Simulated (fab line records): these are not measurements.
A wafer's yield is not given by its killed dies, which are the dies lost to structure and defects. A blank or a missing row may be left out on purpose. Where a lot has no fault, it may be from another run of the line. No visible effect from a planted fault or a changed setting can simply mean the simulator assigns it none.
A lot that was struck, set against a sound lot    flow sky130    21 steps out of a route of 708
Sound: these wafers, L658.2, L658.3, L658.5. Struck: wafers L665.1, L665.5, L665.6. At the end, the cause is stated.
For every step that has rows: the tool of each side, followed by ch and its chambers, followed by its first start. Under that, the readings that differ: sound wafers    struck wafers    difference of the means    sigmas: that difference in standard deviations of wafers without a fault.
alike: readings whose means differ by less than 2 such deviations, and words and numbers that are the same on both sides. not compared: withheld readings, readings that some wafer has no value for, bounds like >300 that may hide the same value, and numbers for which the record gives no deviation and whose values overlap.
The two part at a step that has a row with sigmas, a row that says differs or no value, or rows on one side only. Numbers that don't overlap but have no deviation are shown without sigmas and don't part them. A reading that every wafer of one side lacks parts them only if that side has two wafers or more.

first, 1 step without rows for these wafers: SKY_FIELD_ISO_CVD_24 (deposits SiO2, target thk 595 nm, time 99.2 s).
SKY_FIELD_ISO_THK_MEAS_25:
  struck on film metro-04, day 5 13:18; sound on film metro-01, day 4 04:43
  alike: FIELD_ISO_CVD_24_THK
then, 1 step without rows for these wafers: SKY_FIELD_ISO_ANNEAL_26 (time 1800 s).
SKY_FIELD_ISO_CMP_27: polishes, stops on Si3N4, t overpolish 16 s, target thk 457.8 nm.
  sound on cmp-01 ch 1,2, day 4 06:16; struck on cmp-01 ch 1,2,3, day 5 15:23
  alike: head pressure psi, motor current A, overpolish run s, slurry flow ml min, time to endpoint s
then, 5 steps without rows for these wafers: SKY_FIELD_ISO_WET_ETCH_28 (etches SiO2 in dHF, target depth 23.7 nm, time 47 s); SKY_FIELD_ISO_WET_ETCH_29 (etches Si3N4 in H3PO4, target depth 160 nm, time 1825 s); SKY_FIELD_ISO_WET_ETCH_30 (etches SiO2 in dHF, target depth 25 nm, time 50 s); SKY_NWELL_CLEAN_00 (cleans in SC1/SC2, time 150 s); SKY_NWELL_OXIDATION_01 (stabilise 600 s, purge 300 s, target thk 10 nm).
SKY_NWELL_THK_MEAS_02:
  struck on film metro-01, day 5 18:40; sound on film metro-04, day 4 09:00
reading                   sound            struck             difference  sigmas
NWELL_OXIDATION_THK (nm)  9.92 9.79 10.00  10.25 10.36 10.31  +0.40       +2
then, 2 steps without rows for these wafers: SKY_DNWELL_DEHYDRATE_00 (time 60 s); SKY_DNWELL_HMDS_01 (prime time 60 s).
SKY_DNWELL_COAT_02: resist thk 3000 nm.
  sound on litho track-02 ch 0, day 4 16:50; struck on litho track-02 ch 0, day 6 03:28
reading                                   sound                 struck                difference  sigmas
spin speed rpm (rpm)                      2000.6 1996.0 1999.8  1911.9 1910.5 1910.9  -87.7       -67
model.coat_of_DNWELL_COAT_02.thk nm (nm)  3005 3001 3005        3074 3087 3076        +75         
then, 3 steps without rows for these wafers: SKY_DNWELL_SOFTBAKE_03; SKY_DNWELL_EXPOSE_04 (exposes mask DNM, target cd 3000 nm); SKY_DNWELL_PEB_05.
SKY_DNWELL_DEVELOP_06: develop time 60 s.
  sound: litho track-02 ch 0; struck: litho track-01 ch 0
reading                                   sound           struck          difference  sigmas
model.coat_of_DNWELL_COAT_02.thk nm (nm)  3001 2997 3001  3070 3083 3072  +75         
after that, 1 step had no rows for these wafers: SKY_DNWELL_IMPLANT_07.
SKY_DNWELL_STRIP_08: strips in O2/N2.
  sound on plasma asher-01 ch 0,1, day 5 01:34; struck on plasma asher-03 ch 0,1, day 6 13:01
reading                       sound              struck             difference  sigmas
strip time to endpoint s (s)  36.98 36.93 36.97  37.75 37.88 37.76  +0.84       +8
  alike: drypump motor current A, oes product au
  not compared: rf hours counter h
SKY_DNWELL_TW_MEAS_09:
  struck on film metro-01, day 6 13:07; sound on film metro-01, day 5 01:41
  alike: DNWELL_TW
after that, 1 step had no rows for these wafers: SKY_PAD_OPEN_PROBE_99.

WHERE THEY PART
First at SKY_NWELL_THK_MEAS_02; last, within this record, at SKY_DNWELL_STRIP_08. Later steps at which nothing parts them and some readings are alike: SKY_DNWELL_TW_MEAS_09.

WHY: what had been put in by the simulator
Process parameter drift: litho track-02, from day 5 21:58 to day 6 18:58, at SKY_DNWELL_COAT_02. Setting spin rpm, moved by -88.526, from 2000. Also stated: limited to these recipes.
